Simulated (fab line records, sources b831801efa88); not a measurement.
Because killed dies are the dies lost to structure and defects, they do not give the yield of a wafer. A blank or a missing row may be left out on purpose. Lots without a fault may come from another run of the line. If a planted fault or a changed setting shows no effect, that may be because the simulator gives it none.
Matching of chambers    flow gf180mcu    GF_V2_CVD_02 on pecvd-01 has 3 sister chambers
The step deposits SiO2 from TEOS, target thk 850 nm, time 94.851 s. 14 wafers are shown with their chamber, then 7 later ones without.

## WAFERS WITH THEIR CHAMBER
wafer   chamber  heater-power-w (W)
L075.2  1        732
L075.4  0        609
L075.5  1        796
L077.2  0        747
L077.3  2        534
L077.6  0        610
L081.2  0        640
L081.4  1        814
L081.5  2        571
L082.1  0        765
L082.2  2        548
L082.3  1        695
L082.4  2        567
L082.5  0        625

SIGNATURES, as means of the wafers listed above
reading         chamber 0  chamber 1  chamber 2  scatter within a chamber
heater-power-w  666.00     759.25     555.00     56.6
Rule: a wafer lies at a distance from a chamber equal to the root of the sum of squares, over the readings, of (its reading less the chamber's mean, divided by the reading's scatter). If the next closest chamber is less than 2 further off than the closest, the wafer can't be placed; otherwise it belongs to the closest. The scatter: the root of (the sum of the squares of (reading less its chamber's mean) over the shown wafers, divided by (wafers less chambers)).

## WAFERS WITHOUT THEIR CHAMBER
wafer   heater-power-w (W)
L082.6  765
L088.4  757
L088.5  709
L088.6  593
L095.1  674
L095.4  729
L095.5  526

## WHICH CHAMBER EACH ONE RAN IN
wafer   from the rows above           in truth
L082.6  can't be placed: 1 or 0       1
L088.4  can't be placed: 1 or 0       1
L088.5  can't be placed: 0 or 1 or 2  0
L088.6  can't be placed: 2 or 0       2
L095.1  can't be placed: 0 or 1 or 2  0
L095.4  can't be placed: 1 or 0       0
L095.5  can't be placed: 2 or 0       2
Correct placement for 0 of the 7. Not placeable from these rows: 7 (in 7, the candidates include the true chamber). Wrongly placed: 0.
